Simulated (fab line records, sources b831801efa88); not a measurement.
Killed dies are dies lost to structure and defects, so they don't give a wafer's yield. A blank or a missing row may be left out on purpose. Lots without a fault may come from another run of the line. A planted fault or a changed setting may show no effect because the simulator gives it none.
fab line records | flow sky130
record lots=13 wafers=39 last_day=50
route steps=708 shown METAL2@502 VIA2@510 METAL3@560
lots that met no fault: from a run of the same line without faults
start_h: hours from the record's first day to the start of the lot's first wafer shown | wait_h: hours since the lot's step before | " the same as in the row above | L1.1+2: a row that stands for several wafers | - no value, or no start given | * or withheld: withheld | < > ~ a bound
route shown NAME@n: a module of which the file shows steps, and the number in the route of the first | usual: mean/standard deviation of fault-free wafers | same: alike in all rows | chamber/n: place in a boat | sites: the reading at each site | _std_site: their standard deviation | _edge_site: outer sites' mean less inner sites' | radius_mm: how far each site lies from the wafer's centre | mask NAME#n: copy n | behind: the tool/chamber that last shaped the wafer | hold: why the lot was held/for how many hours/how that ended | device: the transistor (n, p or np) that didn't switch | end of line: the same wafers' tests at the end of the route | a step without rows: its recipe alone | killed: dies lost to structure and defects at the first sort, not the wafer's yield | map: a wafer's dies, x killed, . not, _ none there
set.NAME: the setting as run; set.NAME@STEP: as run at that earlier step | model.NAME: the simulator's own value behind a step, which no gauge read
steps of the route over a sample of lots; a table a step, a row a wafer
services: from which hour (start_h, from the record's first day; less than 0 if before it) a tool's chamber was out of use, for how many hours, and why
## steps
# step SKY_METAL2_METAL_ETCH_19
# recipe target_depth_a=3600 stop_on=SiO2 over_etch_frac=0.3 time_s=78 chemistry=Cl2/BCl3 resist_sidewall_deg=88 pressure_mtorr=10 icp_w=900 bias_w=48.5 Cl2_flow_sccm=60 bcl3_flow_sccm=30
# usual chamber_pressure_mTorr=10.001/0.0089 drypump_motor_current_A=5.7/0.52 oes_product_au=0.852/0.0069 rf_fwd_power_W=893.3/2.8 throttle_valve_pct=22.263/0.0092
# columns lot.wafer tool chamber start_h wait_h chamber_pressure_mTorr drypump_motor_current_A oes_product_au rf_fwd_power_W rf_hours_counter_h throttle_valve_pct
L520.1 rie_metal-03 1 833.49 0.0 9.990 5.4 0.846 893.8 2 22.264
L520.4 " 1 " " 10.002 5.4 0.854 887.4 - 22.265
L520.6 " 1 " " 9.992 5.4 0.851 891.2 - 22.249
L521.2 rie_metal-04 1 835.53 0.0 10.002 6.1 0.855 895.0 7 22.247
L521.4 " 0 " " 10.005 6.5 0.859 892.7 - 22.267
L521.5 " 0 " " 10.003 6.6 0.856 895.5 - 22.277
L523.2 rie_metal-03 1 857.13 0.0 10.000 5.4 0.851 893.4 3 22.269
L523.3 " 0 " " 10.012 4.9 0.858 889.4 - 22.265
L523.5 " 0 " " 10.000 4.9 0.850 890.3 - 22.255
L522.2 rie_metal-04 0 858.06 0.0 10.002 6.5 0.857 891.5 14 22.267
L522.3 " 1 " " 10.008 6.0 0.856 896.4 - 22.273
L522.6 " 1 " " 9.989 6.0 0.869 891.3 - 22.257
L525.1 rie_metal-04 1 863.69 0.0 10.015 6.1 0.857 896.5 8 22.263
L525.2 " 0 " " 10.002 6.5 0.856 893.5 14 22.277
L525.6 " 1 " " 9.997 6.0 0.855 895.0 - 22.272
L530.1 rie_metal-04 0 904.54 0.0 10.000 6.5 0.846 891.8 16 22.264
L530.2 " 1 " " 9.998 6.0 0.849 896.9 10 22.254
L530.4 " 0 " " 10.006 6.5 0.861 896.5 - 22.262
L531.2 rie_metal-02 1 909.71 0.0 10.011 5.8 0.852 895.8 1 22.261
L531.4 " 0 " " 10.001 5.2 0.850 888.0 - 22.248
L531.6 " 0 " " 10.012 5.1 0.864 894.6 - 22.274
L533.3 rie_metal-04 1 921.99 0.1 10.002 6.0 0.870 891.8 - 22.255
L533.4 " 0 " " 10.006 6.6 0.848 891.8 - 22.270
L533.5 " 0 " " 10.002 6.5 0.853 894.9 - 22.280
L534.1 rie_metal-02 1 928.49 0.0 10.002 5.8 0.846 892.9 2 22.286
L534.2 " 0 " " 10.004 5.1 0.852 897.9 8 22.271
L534.4 " 0 " " 10.016 5.1 0.853 897.6 - 22.257
L535.1 rie_metal-02 0 934.48 0.0 10.002 5.1 0.842 893.8 8 22.260
L535.3 " 0 " " 9.997 5.1 0.850 894.3 - 22.254
L535.5 " 0 " " 9.983 5.2 0.840 895.2 - 22.266
L536.2 rie_metal-02 1 945.31 0.0 10.001 5.8 0.846 893.1 3 22.255
L536.3 " 0 " " 10.015 5.1 0.848 892.5 - 22.275
L536.5 " 0 " " 10.003 5.1 0.858 893.9 - 22.249
L541.1 rie_metal-04 1 975.83 0.0 9.997 6.1 0.856 891.0 15 22.259
L541.5 " 0 " " 9.975 6.5 0.842 897.4 - 22.260
L541.6 " 1 " " 10.007 6.0 0.849 890.7 - 22.254
L543.3 rie_metal-03 0 989.07 0.1 10.018 4.9 0.851 888.6 - 22.265
L543.5 " 1 " " 10.010 5.4 0.851 891.0 - 22.258
L543.6 " 0 " " 10.000 4.9 0.852 888.7 - 22.270
# step SKY_VIA2_BOW_MEAS_03
# recipe mode=bow
# usual VIA2_BOW=84/6.8
# columns lot.wafer tool chamber start_h wait_h VIA2_BOW[um]
L520.1 film_metro-04 - 834.66 0.1 88
L520.4 " - " " 74
L520.6 " - " " 93
L521.2 film_metro-01 - 836.78 0.1 78
L521.4 " - " " 87
L521.5 " - " " 75
L523.2 film_metro-01 - 858.38 0.1 89
L523.3 " - " " 89
L523.5 " - " " 85
L522.2 film_metro-01 - 859.47 0.3 92
L522.3 " - " " 80
L522.6 " - " " 88
L525.1 film_metro-01 - 864.95 0.2 82
L525.2 " - " " 83
L525.6 " - " " 86
L530.1 film_metro-04 - 905.72 0.1 79
L530.2 " - " " 74
L530.4 " - " " 77
L531.2 film_metro-01 - 910.91 0.1 93
L531.4 " - " " 91
L531.6 " - " " 87
L533.3 film_metro-04 - 923.19 0.2 69
L533.4 " - " " 80
L533.5 " - " " 77
L534.1 film_metro-04 - 929.72 0.1 82
L534.2 " - " " 87
L534.4 " - " " 86
L535.1 film_metro-02 - 935.71 0.1 80
L535.3 " - " " 84
L535.5 " - " " 90
L536.2 film_metro-02 - 946.53 0.2 85
L536.3 " - " " 81
L536.5 " - " " 90
L541.1 film_metro-04 - 977.16 0.2 82
L541.5 " - " " 79
L541.6 " - " " 89
L543.3 film_metro-04 - 990.25 0.3 88
L543.5 " - " " 94
L543.6 " - " " 94
# step SKY_VIA2_SPUTTER_20
# recipe material=TiN target_thk_nm=20 chamber_pressure_pa=5 power_w=4000 time_s=80
# usual throttle_valve_pct=30.1/1
# columns lot.wafer tool chamber start_h wait_h throttle_valve_pct
L520.1 pvd_sputter-02 - 861.49 0.0 29.2
L520.4 " - " " 29.6
L520.6 " - " " 29.4
L521.2 pvd_sputter-01 - 863.87 0.0 30.4
L521.4 " - " " 29.0
L521.5 " - " " 28.6
L523.2 pvd_sputter-02 - 885.45 0.0 30.1
L523.3 " - " " 30.8
L523.5 " - " " 29.3
L522.2 pvd_sputter-01 - 886.84 0.1 30.0
L522.3 " - " " 28.9
L522.6 " - " " 28.5
L525.1 pvd_sputter-01 - 891.53 0.0 28.8
L525.2 " - " " 29.5
L525.6 " - " " 29.7
L530.1 pvd_sputter-02 - 931.58 0.0 29.2
L530.2 " - " " 30.3
L530.4 " - " " 30.0
L531.2 pvd_sputter-02 - 936.38 0.0 30.2
L531.4 " - " " 31.0
L531.6 " - " " 29.1
L533.3 pvd_sputter-04 - 948.60 0.0 30.2
L533.4 " - " " 31.1
L533.5 " - " " 33.2
L534.1 pvd_sputter-04 - 955.14 0.0 33.1
L534.2 " - " " 30.2
L534.4 " - " " 31.0
L535.1 pvd_sputter-01 - 961.27 0.0 28.6
L535.3 " - " " 30.4
L535.5 " - " " 28.6
L536.2 pvd_sputter-04 - 972.25 0.0 30.3
L536.3 " - " " 30.2
L536.5 " - " " 30.2
L541.1 pvd_sputter-02 - 1001.13 0.0 30.0
L541.5 " - " " 29.1
L541.6 " - " " 30.0
L543.3 pvd_sputter-01 - 1013.93 0.0 29.8
L543.5 " - " " 30.6
L543.6 " - " " 29.6
# step SKY_METAL3_EXPOSE_10
# recipe mask_id=MM3 na=0.68 source_shape=annular sigma_inner=0.4 sigma_outer=0.8 target_cd_nm=300 dose_mj=28
# columns lot.wafer tool chamber start_h wait_h mask
L520.1+4+6 krf_scanner-02 0 902.51 - MM3#0
L521.2+4+5 krf_scanner-01 0 904.61 - MM3#0
L523.2+3+5 krf_scanner-02 0 924.41 - MM3#0
L522.2+3+6 krf_scanner-01 0 926.71 - MM3#0
L525.1+2+6 krf_scanner-02 0 930.74 - MM3#0
L530.1+2+4 krf_scanner-02 0 969.89 - MM3#0
L531.2+4+6 krf_scanner-02 0 973.73 - MM3#0
L533.3+4+5 krf_scanner-01 0 985.80 - MM3#0
L534.1+2+4 krf_scanner-02 0 992.62 - MM3#0
L535.1+3+5 krf_scanner-02 0 997.79 - MM3#0
L536.2+3+5 krf_scanner-02 0 1009.71 - MM3#0
L541.1+5+6 krf_scanner-01 0 1036.84 - MM3#0
L543.3+5+6 krf_scanner-01 0 1049.01 - MM3#0
# step SKY_METAL3_CD_MEAS_13
# recipe target_cd_nm=300
# usual cd_nm=299.7/1.7
# columns lot.wafer tool chamber start_h wait_h cd_nm
L520.1 cd_sem-01 - 914.39 - 300.0
L520.4 " - " " 301.7
L520.6 " - " " 301.6
L521.2 cd_sem-01 - 916.23 - 302.7
L521.4 " - " " 302.3
L521.5 " - " " 301.6
L523.2 cd_sem-01 - 936.81 - 298.6
L523.3 " - " " 298.4
L523.5 " - " " 299.5
L522.2 cd_sem-02 - 938.41 - 296.8
L522.3 " - " " 299.0
L522.6 " - " " 297.8
L525.1 cd_sem-02 - 942.39 - 298.2
L525.2 " - " " 299.3
L525.6 " - " " 297.8
L530.1 cd_sem-01 - 981.41 - 299.5
L530.2 " - " " 299.8
L530.4 " - " " 299.6
L531.2 cd_sem-01 - 985.91 - 299.2
L531.4 " - " " 298.5
L531.6 " - " " 299.3
L533.3 cd_sem-01 - 997.10 - 300.5
L533.4 " - " " 300.0
L533.5 " - " " 301.6
L534.1 cd_sem-02 - 1004.51 - 301.0
L534.2 " - " " 301.7
L534.4 " - " " 301.2
L535.1 cd_sem-02 - 1009.54 - 297.1
L535.3 " - " " 297.0
L535.5 " - " " 296.5
L536.2 cd_sem-01 - 1020.56 - 268.3
L536.3 " - " " 285.6
L536.5 " - " " 243.6
L541.1 cd_sem-01 - 1047.16 - 301.4
L541.5 " - " " 299.3
L541.6 " - " " 301.2
L543.3 cd_sem-02 - 1060.08 - 300.6
L543.5 " - " " 300.0
L543.6 " - " " 300.3
## services
# columns tool chamber start_h hours kind
rie_metal-04 - 818.39 2.8 pm
krf_scanner-01 - 821.77 3.6 repair
pvd_sputter-04 - 832.54 2.5 repair
krf_scanner-01 - 861.27 4.0 pm
rie_metal-03 - 863.70 2.3 repair
krf_scanner-02 - 872.27 4.0 pm
rie_metal-04 0 874.06 3.7 repair
rie_metal-02 - 874.54 2.8 pm
pvd_sputter-04 - 882.32 14.1 repair
rie_metal-03 - 886.34 1.3 repair
pvd_sputter-02 - 890.41 2.5 repair
rie_metal-03 0 890.63 2.4 repair
krf_scanner-02 - 894.83 0.8 pm
rie_metal-02 - 901.49 0.2 repair
krf_scanner-01 - 915.76 1.0 pm
krf_scanner-02 - 919.60 1.0 pm
pvd_sputter-01 - 944.64 1.7 repair
krf_scanner-01 - 950.76 0.8 pm
krf_scanner-02 - 971.49 1.3 pm
krf_scanner-01 - 975.21 1.3 pm
krf_scanner-02 - 977.74 1.3 repair
rie_metal-02 - 994.70 0.3 repair
pvd_sputter-04 - 1009.03 2.0 repair
krf_scanner-01 - 1017.75 3.4 repair
## key
first_sign step=SKY_METAL3_CD_MEAS_13 reading=cd_nm direction=down sigmas=20 usual=299.7 struck=265.9
effect none on later readings
met_at SKY_METAL3_EXPOSE_10
struck_lots L536
sort_left_out L536.2,L536.3,L536.5
not_acting_at SKY_METAL2_METAL_ETCH_19,SKY_VIA2_BOW_MEAS_03,SKY_VIA2_SPUTTER_20
onset_between 997.79 1009.71
fault kind=process_parameter_drift tool=krf_scanner-02 chamber=- onset_h=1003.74 steps=SKY_METAL3_EXPOSE_10 channel=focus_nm offset=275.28 spread_by_wafer=0.3 shape=step
# sort_left_out: the simulated sort isn't trusted on such a fault, so these wafers' sort isn't shown, and their yield isn't known
